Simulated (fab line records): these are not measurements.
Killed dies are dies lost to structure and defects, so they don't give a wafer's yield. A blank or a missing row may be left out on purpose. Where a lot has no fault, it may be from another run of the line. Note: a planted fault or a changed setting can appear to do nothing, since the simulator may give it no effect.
Struck lot and sound lot, side by side / flow sky130 / 36 steps out of a route of 708
Sound: wafers L590.2, L590.3, L590.5. Wafers L595.2, L595.4, L595.5 were the ones struck. At the end, the cause is stated.
At each step with rows: each side's tool, then ch and its chambers, then its first start. Under that, the readings that differ: sound wafers / struck wafers / difference of the means / sigmas: that difference in standard deviations of wafers without a fault.
alike: readings with means less than 2 such deviations apart, plus words and numbers identical on both sides. not compared: withheld readings, readings lacking a value on some wafer, bounds such as >300 that could conceal the same value, and numbers that have no deviation in the record and whose values overlap.
Wherever a step has rows on one side only, a row that says differs or no value, or a row with sigmas, the two part there. Non-overlapping numbers with no deviation appear without sigmas and do not part them. A reading that every wafer of one side lacks parts them only if that side has two wafers or more.

first, 10 steps without rows for these wafers: SKY_GATE_OXIDE_COAT_05 (resist thk 1140 nm); SKY_GATE_OXIDE_SOFTBAKE_06 (time 57.34 s); SKY_GATE_OXIDE_EXPOSE_07 (exposes mask LVOM, target cd 600 nm); SKY_GATE_OXIDE_PEB_08; SKY_GATE_OXIDE_DEVELOP_09 (develop time 60 s); SKY_GATE_OXIDE_IMPLANT_11; SKY_GATE_OXIDE_WET_ETCH_12 (etches SiO2 in dHF, target depth 16.8 nm, time 336 s); SKY_GATE_OXIDE_STRIP_13 (strips in O2/N2); SKY_GATE_OXIDE_CLEAN_15 (cleans in SC1/SC2, time 150 s); SKY_GATE_OXIDE_OXIDATION_16 (stabilise 600 s, purge 300 s, target thk 3.57 nm).
SKY_POLY_GATE_CVD_00: deposits poly-Si, target thk 180 nm, time 720 s.
  sound on lpcvd-01 ch 0, day 15 15:04; struck on lpcvd-01 ch 1, day 17 10:58
reading=zone power bottom pct (%); sound=13.1 13.5 13.6; struck=14.2 14.1 14.3; difference=+0.8; sigmas=+2
  alike: pressure mtorr, zone power lower pct
then, 24 steps without rows for these wafers: SKY_RES_PROTECT_DEHYDRATE_00 (time 60 s); SKY_RES_PROTECT_HMDS_01 (prime time 60 s); SKY_RES_PROTECT_COAT_02 (resist thk 1140 nm); SKY_RES_PROTECT_SOFTBAKE_03 (time 60 s); SKY_RES_PROTECT_EXPOSE_04 (exposes mask RPM, target cd 1270 nm); SKY_RES_PROTECT_PEB_05; SKY_RES_PROTECT_DEVELOP_06 (develop time 60 s); SKY_POLY_GATE_IMPLANT_02; SKY_RES_PROTECT_STRIP_07 (strips in O2/N2); SKY_RES_PROTECT_CLEAN_09 (cleans in SC1/SC2, time 150 s); SKY_POLY_GATE_CVD_03 (deposits Si3N4 from DCS/NH3, target thk 75 nm, time 1290 s); SKY_POLY_GATE_DEHYDRATE_05 (time 60 s); SKY_POLY_GATE_HMDS_06 (prime time 60 s); SKY_POLY_GATE_COAT_07 (resist thk 110 nm); SKY_POLY_GATE_COAT_08 (resist thk 450 nm); SKY_POLY_GATE_SOFTBAKE_09 (time 90 s); SKY_POLY_GATE_EXPOSE_10 (exposes mask P1M, target cd 150 nm); SKY_POLY_GATE_PEB_11; SKY_POLY_GATE_DEVELOP_12 (develop time 60 s); SKY_POLY_GATE_ETCH_15 (etches BARC in N2/H2, stops on SiO2, time 118.5 s, target depth 110 nm); SKY_POLY_GATE_ETCH_16 (etches Si3N4 in CH3F/O2, stops on poly-Si, time 151.2 s, target depth 75 nm); SKY_POLY_GATE_ETCH_17 (etches poly-Si in HBr/Cl2, stops on SiO2, target depth 180 nm, time 70.5 s); SKY_POLY_GATE_STRIP_18 (strips in O2/N2); SKY_POLY_GATE_CLEAN_19 (cleans in SC1/SC2, time 150 s).
-- here the record skips 31 days between the struck wafers' starts before and after, leaving off in module POLY_GATE and picking up in module PAD_OPEN (first step shown: number 708 of the route) --
SKY_PAD_OPEN_PROBE_99:
  sound on prober-02, day 47 00:10; struck on prober-01, day 48 03:07
reading=killed at front end; sound=12 11 13; struck=71 66 70; difference=+57; sigmas=+13
reading=killed dies; sound=84 75 77; struck=132 139 134; difference=+56; sigmas=+6
  alike: killed_at_M0_to_M3, killed_at_M4_up, killed at contacts, killed at other, killed open, killed short

== WHERE THEY PART ==
Last at SKY_PAD_OPEN_PROBE_99 as far as this record goes, first at SKY_POLY_GATE_CVD_00.

WHY: what had been put in by the simulator
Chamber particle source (lpcvd-01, SKY_POLY_GATE_CVD_00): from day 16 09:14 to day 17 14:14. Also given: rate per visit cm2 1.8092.
